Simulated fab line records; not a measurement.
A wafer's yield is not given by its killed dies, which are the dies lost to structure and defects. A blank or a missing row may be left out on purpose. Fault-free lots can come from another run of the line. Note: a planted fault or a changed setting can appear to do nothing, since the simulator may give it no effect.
Chamber matching -- flow sky130 -- cmp-02 running SKY_VIA1_CMP_02: 4 sister chambers
The step polishes SiO2. 4 wafers are shown with their chamber, then 11 later ones without.

== WAFERS PAIRED WITH THEIR CHAMBERS ==
wafer,chamber,motor-current-A (A)
L088.3,1,12.1
L089.4,0,10.1
L090.5,3,11.9
L092.1,2,11.4

== WAFERS MISSING THEIR CHAMBER ==
wafer,motor-current-A (A)
L092.2,11.9
L092.4,9.5
L094.1,11.3
L094.2,11.6
L094.6,10.5
L096.3,11.8
L096.4,12.0
L096.5,12.4
L097.3,11.8
L097.4,12.2
L097.5,12.1

== EACH ONE'S CHAMBER ==
wafer,from the rows above,in truth
L092.2,can't be placed: 3 or 1 or 2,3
L092.4,0,0
L094.1,can't be placed: 2 or 3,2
L094.2,can't be placed: 2 or 3 or 1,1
L094.6,can't be placed: 0 or 2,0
L096.3,can't be placed: 3 or 1 or 2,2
L096.4,can't be placed: 1 or 3 or 2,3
L096.5,can't be placed: 1 or 3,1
L097.3,can't be placed: 3 or 1 or 2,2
L097.4,can't be placed: 1 or 3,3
L097.5,can't be placed: 1 or 3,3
Correctly placed: 1 of 11. Unplaceable from these rows: 10, with the true chamber sitting among the candidates in 10. Wrongly placed: 0.
How it was worked out, from the rows above alone: a wafer's distance from a chamber is the root of the sum, over the readings, of the square of ((its reading less the chamber's mean) divided by the reading's scatter). The wafer belongs to the nearest chamber; if the next one is less than 2 further off, it can't be placed. For every chamber, the mean is computed from those of its wafers that are shown. The scatter: root of mean squared gap, hidden wafer to nearest shown wafer, with one shown wafer a chamber.
